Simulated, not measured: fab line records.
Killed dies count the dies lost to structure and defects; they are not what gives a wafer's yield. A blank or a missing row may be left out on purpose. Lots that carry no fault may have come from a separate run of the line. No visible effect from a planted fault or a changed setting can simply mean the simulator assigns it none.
Problem report in the 8D (eight disciplines) form, filled by code -- flow sky130 -- the parts of the form that need people (team, actions taken, sign-off) are left out

== 1. PROBLEM STATEMENT ==
run-length-s at SKY_VIA2_SOFTBAKE_08 reads a mean of 63.82 s on 9 wafers of 3 lots; wafers without a fault read 119.15 s with a standard deviation of 0.18. That is -99 or more standard deviations from the usual mean.
The step: time 90 s.
The first sign was on wafer L728.2 at day 39 08:00, on litho-track-01. The record holds 21 wafers of 7 lots with a number at this step. The rule behind "out" and "out of limits": a value lying over 4 standard deviations away from the usual mean. The rest of the wafers with a number are treated as sound.

== 2. WHAT IT IS, AND WHAT IT ISN'T ==
question,is,is not
which readings at this step,"run-length-s, heater-power-total-W",-
which lots,"L728, L729, L732","L718, L727, L730, L738"
which wafers of those lots,all that have a number,-
read on which tools,litho-track-01,"litho-track-03, litho-track-04"
when,from day 39 08:00,"up to then (6 sound wafers); but 6 sound wafers of L730, L738 came after"

== 3. SUSPECTS, AND WHAT RULES EACH OUT ==
Counting: a tool stays on the suspect list if, at a process step up to the reading, it processed all lots that are out and no sound lot following the first of them.
- litho-track-01 at SKY_VIA2_SOFTBAKE_08 (time 90 s): kept. All lots that are out passed through it, beginning with L728 at day 39 08:00, and no sound lot followed; its final sound lot before that point was L727 at day 38 23:00. Its own readings are out on those wafers: heater-power-total-W, run-length-s.
Left after counting: litho-track-01 at SKY_VIA2_SOFTBAKE_08.

== 4. THE CAUSE (what the simulator had put in) ==
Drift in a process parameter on litho-track-01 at SKY_VIA2_SOFTBAKE_08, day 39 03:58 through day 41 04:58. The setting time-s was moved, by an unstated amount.
The count eliminated every tool but this one.

== 5. THE EFFECT CHAIN, in route order ==
One row per reading whose mean, taken over the struck wafers that have a number, lies over 3 standard deviations from the usual. Readings are gone through only where the record gives a usual standard deviation; hours: the median, over the lots, of the time from a lot's start at the first step in this table giving one to that lot's start at this step; sigmas: the change measured in usual standard deviations.
hours,step,reading,usual,on struck wafers,change,sigmas
0,SKY_VIA2_SOFTBAKE_08,heater-power-total-W,57.37 W,78.16,+20.79,+99 or more
0,SKY_VIA2_SOFTBAKE_08,run-length-s,119.15 s,63.82,-55.33,-99 or more
Its process steps:
- SKY_VIA2_SOFTBAKE_08: time 90 s.

== 6. WHAT WOULD HAVE CAUGHT IT SOONER ==
In this record the first reading out of limits was taken at day 39 08:00, 4 hours after the fault began at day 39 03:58.
